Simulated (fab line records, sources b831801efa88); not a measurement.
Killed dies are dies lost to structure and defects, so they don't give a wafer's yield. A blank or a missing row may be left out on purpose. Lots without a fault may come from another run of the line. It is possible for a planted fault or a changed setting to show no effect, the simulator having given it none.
fab line records -- flow sky130
record: lots: 6, wafers: 18, lastDay: 50
route steps=708 shown SONOS_TUNNEL@156 SONOS_ONO@168 PAD_OPEN@708
lots that met no fault: taken from a fault-free run of the same line
startH: hours from the record's opening day to when the first of the lot's shown wafers began -- waitH: hours since the lot's step before -- " identical to the entry in the row above -- L1.1+2: a single row standing in for several wafers -- - no value present, or no start provided -- * or withheld: withheld -- < > ~ a bound
route shown NAME@n: names a module that has steps shown in the file, with the first one's number in the route -- usual: mean/standard deviation of fault-free wafers -- same: alike in all rows -- chamber/n: place in a boat -- sites: the reading at each site -- _std_site: their standard deviation -- _edge_site: inner sites' mean taken away from outer sites' mean -- radiusMm: how far each site lies from the wafer's centre -- mask NAME#n: copy n -- behind: the tool/chamber that last shaped the wafer -- hold: why the lot was held/for how many hours/how that ended -- device: transistor that didn't switch, given as n, p or np -- end of line: the same wafers' tests at the end of the route -- a step with no rows: only its recipe -- killed: count of dies lost to structure and defects at first sort (not the wafer's yield) -- map: shows each die of a wafer: x if killed, . if not, _ if none is there
set.NAME: the run value of the setting; set.NAME@STEP: its run value at that earlier step -- model.NAME: the simulator's own value behind a step, which no gauge read
lots seen at some steps along the route; tables by step, rows by wafer
services: when a tool's chamber went out of use (startH, in hours from the record's first day, below 0 if earlier), for how many hours, and the reason
== steps ==
step: SKY_SONOS_TUNNEL_COAT_02
recipe: resist: NOVOLAK, spinRpm: 3000, resistThkNm: 1140
step: SKY_SONOS_TUNNEL_SOFTBAKE_03
recipe: tempC: 90, timeS: 60, resist: NOVOLAK
step: SKY_SONOS_TUNNEL_EXPOSE_04
recipe: maskId: TUNM, na: 0.6, sourceShape: conventional, sigmaOuter: 0.6, polarization: unpolarized, targetCdNm: 410, doseMj: 136
step: SKY_SONOS_TUNNEL_PEB_05
recipe: tempC: withheld, timeS: *, resist: NOVOLAK
step: SKY_SONOS_TUNNEL_DEVELOP_06
recipe: resist: NOVOLAK, developer: TMAH, developTimeS: 60, devTempC: 23
step: SKY_SONOS_TUNNEL_CD_MEAS_07
recipe: targetCdNm: 410
usual: cdNm: 410.5/2.3
lot.wafer,tool,chamber,startH,waitH,cdNm
L428.1,cdSem-02,-,282.02,0.1,410.5
L428.2,cdSem-02,-,282.02,0.1,408.4
L428.6,cdSem-02,-,282.02,0.1,409.2
L430.2,cdSem-02,-,309.85,0.1,411.2
L430.3,cdSem-02,-,309.85,0.1,414.2
L430.6,cdSem-02,-,309.85,0.1,412.9
L436.2,cdSem-02,-,358.49,0.1,413.9
L436.4,cdSem-02,-,358.49,0.1,414.9
L436.5,cdSem-02,-,358.49,0.1,414.0
L437.1,cdSem-01,-,358.77,0.1,410.1
L437.2,cdSem-01,-,358.77,0.1,411.4
L437.4,cdSem-01,-,358.77,0.1,408.6
L443.1,cdSem-01,-,415.27,0.1,412.2
L443.3,cdSem-01,-,415.27,0.1,409.9
L443.4,cdSem-01,-,415.27,0.1,413.0
L444.1,cdSem-01,-,417.08,0.1,407.9
L444.5,cdSem-01,-,417.08,0.1,408.4
L444.6,cdSem-01,-,417.08,0.1,408.3
step: SKY_SONOS_TUNNEL_OVL_MEAS_08
usual: SONOS_TUNNEL_OVL: -0.4/1.5
lot.wafer,tool,chamber,startH,waitH,SONOS_TUNNEL_OVL[nm]
L428.1,overlay-01,-,282.14,0.1,-0.8
L428.2,overlay-01,-,282.14,0.1,-0.7
L428.6,overlay-01,-,282.14,0.1,-1.2
L430.2,overlay-02,-,309.96,0.1,-2.0
L430.3,overlay-02,-,309.96,0.1,-2.1
L430.6,overlay-02,-,309.96,0.1,-4.1
L436.2,overlay-02,-,358.59,0.1,-2.8
L436.4,overlay-02,-,358.59,0.1,-0.3
L436.5,overlay-02,-,358.59,0.1,1.7
L437.1,overlay-02,-,358.89,0.1,-0.7
L437.2,overlay-02,-,358.89,0.1,-1.2
L437.4,overlay-02,-,358.89,0.1,-1.4
L443.1,overlay-02,-,415.39,0.1,-1.1
L443.3,overlay-02,-,415.39,0.1,0.3
L443.4,overlay-02,-,415.39,0.1,-0.3
L444.1,overlay-01,-,417.20,0.1,2.2
L444.5,overlay-01,-,417.20,0.1,2.6
L444.6,overlay-01,-,417.20,0.1,4.4
step: SKY_SONOS_TUNNEL_IMPLANT_09
recipe: species: B, energyKev: 20, doseCm2: 1e+12, tiltDeg: withheld
step: SKY_SONOS_TUNNEL_WET_ETCH_10
recipe: chemistry: dHF, targetDepthNm: 14, target: SiO2, dilution: 100:1, tempC: 25, timeS: 280
step: SKY_SONOS_TUNNEL_STRIP_11
recipe: chemistry: SPM, timeS: 600, tempC: 130
step: SKY_SONOS_TUNNEL_TW_MEAS_12
usual: SONOS_TUNNEL_TW: 195.5/2.1
lot.wafer,tool,chamber,startH,waitH,SONOS_TUNNEL_TW
L428.1,filmMetro-01,-,282.76,0.0,195.8
L428.2,filmMetro-01,-,282.76,0.0,195.8
L428.6,filmMetro-01,-,282.76,0.0,195.7
L430.2,filmMetro-03,-,310.62,0.0,198.8
L430.3,filmMetro-03,-,310.62,0.0,198.1
L430.6,filmMetro-03,-,310.62,0.0,198.7
L436.2,filmMetro-01,-,359.22,0.0,196.2
L436.4,filmMetro-01,-,359.22,0.0,195.3
L436.5,filmMetro-01,-,359.22,0.0,195.1
L437.1,filmMetro-04,-,359.33,0.0,193.4
L437.2,filmMetro-04,-,359.33,0.0,194.3
L437.4,filmMetro-04,-,359.33,0.0,194.6
L443.1,filmMetro-04,-,415.84,0.0,192.9
L443.3,filmMetro-04,-,415.84,0.0,193.4
L443.4,filmMetro-04,-,415.84,0.0,192.5
L444.1,filmMetro-04,-,417.66,0.0,192.3
L444.5,filmMetro-04,-,417.66,0.0,193.9
L444.6,filmMetro-04,-,417.66,0.0,193.3
step: SKY_SONOS_TUNNEL_CLEAN_13
recipe: chemistry: dHF, timeS: 20, dilution: 100:1, dry: ipaMarangoni
step: SKY_SONOS_ONO_OXIDATION_00
recipe: tempC: 800, ambient: O2, idleTempC: 700, rampUpCPerMin: 10, rampDownCPerMin: 3, stabiliseS: 600, purgeS: 300, targetThkA: 26, oxTimeS: 1249
usual: rampUpCPerMin: 10.000/0.0016, zonePowerCentrePct: 14.37/0.16
lot.wafer,tool,chamber,startH,waitH,rampUpCPerMin,zonePowerCentrePct,model.SiO2_of_SONOS_ONO_OXIDATION_00.thkNm
L428.1,furnace-02,0,282.83,0.0,10.000,14.46,2.66
L428.2,furnace-02,0,282.83,0.0,10.001,14.43,2.68
L428.6,furnace-02,0,282.83,0.0,9.9998,14.49,2.665
L430.2,furnace-01,0,311.00,0.3,9.9992,14.48,2.651
L430.3,furnace-01,0,311.00,0.3,10.003,14.27,2.67
L430.6,furnace-01,0,311.00,0.3,9.9989,14.33,2.669
L436.2,furnace-02,0,359.28,0.0,9.9961,14.41,2.792
L436.4,furnace-02,0,359.28,0.0,9.9963,14.65,2.818
L436.5,furnace-02,0,359.28,0.0,9.9989,14.40,2.766
L437.1,furnace-02,0,360.63,1.2,9.9989,14.32,2.767
L437.2,furnace-02,0,360.63,1.2,10.001,14.43,2.75
L437.4,furnace-02,0,360.63,1.2,10.000,14.31,2.773
L443.1,furnace-02,0,417.23,1.3,10.001,14.43,2.553
L443.3,furnace-02,0,417.23,1.3,9.9999,14.65,2.542
L443.4,furnace-02,0,417.23,1.3,9.9992,14.54,2.572
L444.1,furnace-02,0,420.08,2.3,9.9987,14.66,2.615
L444.5,furnace-02,0,420.08,2.3,10.001,14.54,2.608
L444.6,furnace-02,0,420.08,2.3,9.9989,14.54,2.644
step: SKY_SONOS_ONO_THK_MEAS_01
recipe: reads: SiO2_of_SONOS_ONO_OXIDATION_00
usual: SONOS_ONO_OXIDATION_THK: 2.61/0.06
lot.wafer,tool,chamber,startH,waitH,SONOS_ONO_OXIDATION_THK[nm]
L428.1,filmMetro-02,-,284.18,0.0,2.62
L428.2,filmMetro-02,-,284.18,0.0,2.66
L428.6,filmMetro-02,-,284.18,0.0,2.64
L430.2,filmMetro-01,-,312.36,0.0,2.65
L430.3,filmMetro-01,-,312.36,0.0,2.65
L430.6,filmMetro-01,-,312.36,0.0,2.70
L436.2,filmMetro-01,-,360.64,0.0,2.82
L436.4,filmMetro-01,-,360.64,0.0,2.81
L436.5,filmMetro-01,-,360.64,0.0,2.79
L437.1,filmMetro-03,-,361.98,0.0,2.78
L437.2,filmMetro-03,-,361.98,0.0,2.75
L437.4,filmMetro-03,-,361.98,0.0,2.79
L443.1,filmMetro-01,-,418.58,0.0,2.57
L443.3,filmMetro-01,-,418.58,0.0,2.57
L443.4,filmMetro-01,-,418.58,0.0,2.56
L444.1,filmMetro-03,-,421.42,0.0,2.58
L444.5,filmMetro-03,-,421.42,0.0,2.58
L444.6,filmMetro-03,-,421.42,0.0,2.67
step: SKY_SONOS_ONO_CVD_02
recipe: material: Si3N4, precursor: DCS/NH3, targetThkNm: 10.5, tempC: 770, timeS: 180, pressureMtorr: 250
step: SKY_PAD_OPEN_PROBE_99
usual: killed_at_M0_to_M3: 43/6.3, killed_at_M4_up: 3.3/1.7, killedAtContacts: 24/5.4, killedAtFrontEnd: 16/4.6, killedAtOther: 0.4/0.7, killedDies: 87/9.4, killedOpen: 47/6.9, killedShort: 39/6.1
same: grossDies: 492, killedAtBackSide: 0
lot.wafer,tool,chamber,startH,waitH,killed_at_M0_to_M3,killed_at_M4_up,killedAtContacts,killedAtFrontEnd,killedAtOther,killedDies,killedOpen,killedShort,model.etest.sonosErased.vtV,model.etest.sonosBaked.vtLessV
L428.1,prober-02,-,1103.45,0.1,49,8,14,14,0,85,39,44,-2.28,-0.5303
L428.2,prober-02,-,1103.50,0.1,41,2,25,24,1,93,54,39,-2.275,-0.4716
L428.6,prober-02,-,1103.70,0.2,40,5,24,9,0,78,40,38,-2.276,-0.4616
L430.2,prober-01,-,1124.49,0.1,35,7,15,22,0,79,41,38,-2.237,-0.4583
L430.3,prober-01,-,1124.54,0.2,53,1,32,11,0,97,47,49,-2.251,-0.4968
L430.6,prober-01,-,1124.69,0.2,48,3,29,22,0,102,50,51,-2.255,-0.5027
L436.2,prober-02,-,1156.90,0.1,43,4,26,16,1,90,40,46,-2.158,-0.4136
L436.4,prober-02,-,1157.00,0.2,40,4,36,18,0,98,56,41,-2.135,-0.4007
L436.5,prober-02,-,1157.05,0.2,45,4,32,13,0,94,56,36,-2.193,-0.4829
L437.1,prober-01,-,1156.97,0.1,35,3,36,12,1,87,51,34,-2.122,-0.4564
L437.2,prober-01,-,1157.02,0.1,43,2,27,17,0,89,51,37,-2.152,-0.4649
L437.4,prober-01,-,1157.12,0.2,48,2,35,19,0,104,58,45,-2.183,-0.4876
L443.1,prober-01,-,1190.95,0.1,48,5,27,21,1,102,52,50,-2.304,-0.5172
L443.3,prober-01,-,1191.05,0.2,39,5,21,18,0,83,38,45,-2.288,-0.5197
L443.4,prober-01,-,1191.10,0.2,59,1,32,16,0,108,56,52,-2.274,-0.5332
L444.1,prober-02,-,1191.69,0.1,47,2,21,11,2,83,44,39,-2.241,-0.4908
L444.5,prober-02,-,1191.89,0.2,42,2,34,16,0,94,52,42,-2.243,-0.4951
L444.6,prober-02,-,1191.94,0.2,37,4,19,12,0,72,35,37,-2.194,-0.4809
killed by level:class
L428.1 METAL1:geometricParticle:short=11 VIA1:geometricParticle:open=10 METAL2:geometricParticle:short=7 LI_CONTACT:geometricParticle:open=5 VIA1:geometricParticle:short=5 CONTACT:geometricParticle:short=5 FIELD_ISO:geometricParticle:open=4 VIA3:geometricParticle:open=4
L428.2 CONTACT:geometricParticle:open=12 VIA1:geometricParticle:open=9 METAL1:geometricParticle:short=8 VIA2:geometricParticle:open=8 FIELD_ISO:geometricParticle:open=7 LI_CONTACT:geometricParticle:open=7 FIELD_ISO:geometricParticle:short=5 POLY_GATE:geometricParticle:short=5
L428.6 VIA1:geometricParticle:open=10 LI_CONTACT:geometricParticle:open=9 CONTACT:geometricParticle:open=7 METAL2:geometricParticle:short=7 METAL1:geometricParticle:short=6 FIELD_ISO:geometricParticle:short=5 METAL4:geometricParticle:short=5 VIA3:geometricParticle:open=4
L430.2 VIA1:geometricParticle:open=10 LI_CONTACT:geometricParticle:open=5 METAL1:geometricParticle:short=5 FIELD_ISO:geometricParticle:open=4 FIELD_ISO:geometricParticle:short=4 POLY_GATE:geometricParticle:short=4 VIA2:geometricParticle:open=4 CONTACT:geometricParticle:short=4
L430.3 VIA2:geometricParticle:open=13 CONTACT:geometricParticle:open=10 METAL2:geometricParticle:short=10 VIA1:geometricParticle:open=8 LI_CONTACT:geometricParticle:open=7 CONTACT:geometricParticle:short=7 VIA1:geometricParticle:short=6 FIELD_ISO:geometricParticle:short=4
L430.6 VIA1:geometricParticle:open=12 CONTACT:geometricParticle:open=9 LI_CONTACT:geometricParticle:open=8 CONTACT:geometricParticle:short=7 FIELD_ISO:geometricParticle:open=6 METAL1:geometricParticle:short=6 METAL2:geometricParticle:short=6 VIA1:geometricParticle:short=5
L436.2 CONTACT:geometricParticle:open=9 VIA1:geometricParticle:open=9 METAL1:geometricParticle:short=7 LI_CONTACT:geometricParticle:open=6 CONTACT:geometricParticle:short=5 VIA3:geometricParticle:open=5 VIA1:geometricParticle:short=5 METAL2:geometricParticle:short=5
L437.1 CONTACT:geometricParticle:open=13 LI_CONTACT:geometricParticle:open=8 VIA2:geometricParticle:open=8 CONTACT:geometricParticle:short=7 METAL1:geometricParticle:short=6 LOCAL_INTERCONNECT:geometricParticle:short=5 VIA1:geometricParticle:open=5 VIA3:geometricParticle:open=4
L436.4 LI_CONTACT:geometricParticle:open=15 CONTACT:geometricParticle:open=10 VIA1:geometricParticle:open=10 CONTACT:geometricParticle:short=7 METAL1:geometricParticle:short=5 VIA1:geometricParticle:short=5 METAL3:geometricParticle:short=5 VIA3:geometricParticle:open=5
L437.2 CONTACT:geometricParticle:open=13 LI_CONTACT:geometricParticle:open=7 VIA3:geometricParticle:open=7 VIA1:geometricParticle:open=7 METAL1:geometricParticle:short=5 FIELD_ISO:geometricParticle:short=4 POLY_GATE:geometricParticle:short=4 LOCAL_INTERCONNECT:geometricParticle:short=4
L436.5 CONTACT:geometricParticle:open=13 VIA3:geometricParticle:open=11 VIA1:geometricParticle:open=10 METAL2:geometricParticle:short=7 LI_CONTACT:geometricParticle:open=7 VIA2:geometricParticle:open=6 LOCAL_INTERCONNECT:geometricParticle:short=5 METAL3:geometricParticle:short=5
L437.4 CONTACT:geometricParticle:open=17 METAL2:geometricParticle:short=11 VIA1:geometricParticle:open=10 LI_CONTACT:geometricParticle:open=8 METAL1:geometricParticle:short=8 VIA3:geometricParticle:open=7 FIELD_ISO:geometricParticle:open=5 VIA2:geometricParticle:short=5
L443.1 VIA1:geometricParticle:open=14 LI_CONTACT:geometricParticle:open=9 VIA2:geometricParticle:open=7 CONTACT:geometricParticle:open=7 METAL2:geometricParticle:short=6 FIELD_ISO:geometricParticle:open=5 LI_CONTACT:geometricParticle:short=5 VIA1:geometricParticle:short=5
L443.3 VIA1:geometricParticle:short=9 VIA1:geometricParticle:open=9 LI_CONTACT:geometricParticle:open=6 METAL2:geometricParticle:short=6 FIELD_ISO:geometricParticle:open=5 VIA2:geometricParticle:open=5 CONTACT:geometricParticle:short=4 CONTACT:geometricParticle:open=4
L443.4 VIA1:geometricParticle:open=15 CONTACT:geometricParticle:open=11 LI_CONTACT:geometricParticle:open=10 VIA1:geometricParticle:short=9 VIA2:geometricParticle:open=7 FIELD_ISO:geometricParticle:short=6 VIA2:geometricParticle:short=6 CONTACT:geometricParticle:short=6
L444.1 VIA1:geometricParticle:open=11 VIA2:geometricParticle:open=8 LI_CONTACT:geometricParticle:open=7 LOCAL_INTERCONNECT:geometricParticle:short=5 CONTACT:geometricParticle:open=5 METAL2:geometricParticle:short=4 METAL1:geometricParticle:short=4 METAL3:geometricParticle:short=4
L444.5 CONTACT:geometricParticle:open=14 VIA1:geometricParticle:open=8 VIA3:geometricParticle:open=7 LOCAL_INTERCONNECT:geometricParticle:short=7 VIA2:geometricParticle:open=6 METAL1:geometricParticle:short=5 LI_CONTACT:geometricParticle:short=5 LI_CONTACT:geometricParticle:open=5
L444.6 CONTACT:geometricParticle:open=7 METAL3:geometricParticle:short=5 CONTACT:geometricParticle:short=4 POLY_GATE:geometricParticle:open=4 METAL4:geometricParticle:short=4 LI_CONTACT:geometricParticle:open=4 VIA1:geometricParticle:short=4 VIA3:geometricParticle:open=4
== services ==
tool,chamber,startH,hours,kind
furnace-02,-,336.66,2.7,repair
furnace-01,-,356.15,3.6,pm
furnace-01,-,400.10,3.3,pm
furnace-02,-,410.17,2.8,pm
furnace-02,-,413.00,4.2,pm
== key ==
firstSign: step: SKY_SONOS_ONO_THK_MEAS_01, reading: SONOS_ONO_OXIDATION_THK, direction: up, sigmas: 3, usual: 2.61, struck: 2.79
effect none on later readings
modelEffect: step: SKY_SONOS_ONO_OXIDATION_00, value: SiO2_of_SONOS_ONO_OXIDATION_00.thkNm, without: 2.584, struck: 2.778
modelEffect: step: SKY_PAD_OPEN_PROBE_99, value: etest.sonosErased.vtV, without: -2.314, struck: -2.157
metAt SKY_SONOS_ONO_OXIDATION_00
struckWafers L436.2,L436.4,L436.5,L437.1,L437.2,L437.4
testerLeftOut L436,L437
onsetBetween 282.83 359.28
fault: kind: processParameterDrift, tool: furnace-02, chamber: -, onsetH: 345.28, steps: SKY_SONOS_ONO_OXIDATION_00, channel: oxTimeS, offset: *, shape: step, endH: 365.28, actsIn: *, stated: *
testerLeftOut: of these lots the tester's yield and bins aren't shown, on N5 and GAA mostly nor the transistor test; their killed dies are dies lost to structure and defects alone, not to doping, threshold or leakage, so they don't give the yield
